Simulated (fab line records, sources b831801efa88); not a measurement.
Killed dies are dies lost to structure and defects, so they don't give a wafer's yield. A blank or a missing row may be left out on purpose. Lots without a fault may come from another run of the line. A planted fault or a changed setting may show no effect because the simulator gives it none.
A struck lot beside a sound one | flow sky130 | 15 steps out of a route of 708
Sound: wafers L466.1, L466.3, L466.6. Struck: wafers L471.2, L471.3. (L471.4 of the same lot was not struck and is left out.) The cause comes at the end.
At each step with rows: each side's tool, then ch and its chambers, then its first start. Under that, the readings that differ: sound wafers | struck wafers | difference of the means | sigmas: that difference in standard deviations of wafers without a fault.
alike: readings whose means differ by less than 2 such deviations, and words and numbers that are the same on both sides. not compared: withheld readings, readings that some wafer has no value for, bounds like >300 that may hide the same value, and numbers for which the record gives no deviation and whose values overlap.
The two part at a step that has a row with sigmas, a row that says differs or no value, or rows on one side only. Numbers that don't overlap but have no deviation are shown without sigmas and don't part them. A reading that every wafer of one side lacks parts them only if that side has two wafers or more.

first, 8 steps without rows for these wafers: SKY_METAL3_DEHYDRATE_05 (time 60 s); SKY_METAL3_HMDS_06 (prime time 60 s); SKY_METAL3_COAT_07 (resist thk 60 nm); SKY_METAL3_COAT_08 (resist thk 1140 nm); SKY_METAL3_SOFTBAKE_09 (time 90 s); SKY_METAL3_EXPOSE_10 (exposes mask MM3, target cd 300 nm); SKY_METAL3_PEB_11; SKY_METAL3_DEVELOP_12 (develop time 60 s).
SKY_METAL3_CD_MEAS_13: target cd 300 nm.
  sound on cd_sem-02, day 40 20:09; struck on cd_sem-01, day 42 07:04
  alike: cd_nm
SKY_METAL3_OVL_MEAS_14:
  sound on overlay-01, day 40 20:16; struck on overlay-01, day 42 07:11
  alike: METAL3_OVL
SKY_METAL3_DESCUM_15: chemistry O2, time 8 s.
  sound on rie_metal-04 ch 0, day 40 20:19; struck on rie_metal-04 ch 0, day 42 07:13
  alike: drypump_motor_current_A, he_backside_leak_sccm, oes_product_au
  not compared: rf_hours_counter_h
SKY_METAL3_ETCH_16: etches BARC in N2/H2, stops on SiO2, time 88.2 s, target depth 60 nm.
  sound on rie_metal-04 ch 0, day 40 20:20; struck on rie_metal-04 ch 0, day 42 07:14
  alike: drypump_motor_current_A, he_backside_leak_sccm, oes_product_au, throttle_valve_pct
  not compared: rf_hours_counter_h
SKY_METAL3_ETCH_17: etches SiO2 in C4F8/O2/Ar, stops on TiN, time 3.9 s, target depth 15 nm.
  sound on rie_diel-04 ch 0,2, day 40 20:26; struck on rie_diel-02 ch 2,3, day 42 07:20
  reading                                    | sound            | struck      | difference | sigmas
  model.TiN_of_METAL3_SPUTTER_04.thk_nm (nm) | 69.93 70.34 70.4 | 69.23 68.75 | -1.23      |
  alike: oes_product_au
  not compared: rf_hours_counter_h
SKY_METAL3_METAL_ETCH_18: etches the open film in Cl2/BCl3, stops on SiO2, target depth 845 nm, time 183.1 s.
  sound on rie_metal-03 ch 0, day 40 20:28; struck on rie_metal-02 ch 0,1, day 42 07:22
  alike: drypump_motor_current_A, he_backside_leak_sccm, oes_product_au, throttle_valve_pct
  not compared: rf_hours_counter_h
-- the record jumps here: 7 days lie between the struck wafers' starts before and after (it left off in module METAL3 and takes up again in module PAD_OPEN, whose first step shown is number 708 of the route) --
SKY_PAD_OPEN_PROBE_99:
  sound on prober-01, day 47 15:02; struck on prober-02, day 48 21:35
  alike: defect_limited_yield, killed_at_M0_to_M3, killed_at_M4_up, killed_at_contacts, killed_at_front_end, killed_at_other, killed_dies, killed_on_rim, killed_open, killed_short, sort_bin_3_pad_short, sort_bin_5_function, sort_bin_6_memory, sort_n_pass, sort_yield_pct

WHERE THEY PART
Nowhere in this record.

WHY: what the simulator had put in
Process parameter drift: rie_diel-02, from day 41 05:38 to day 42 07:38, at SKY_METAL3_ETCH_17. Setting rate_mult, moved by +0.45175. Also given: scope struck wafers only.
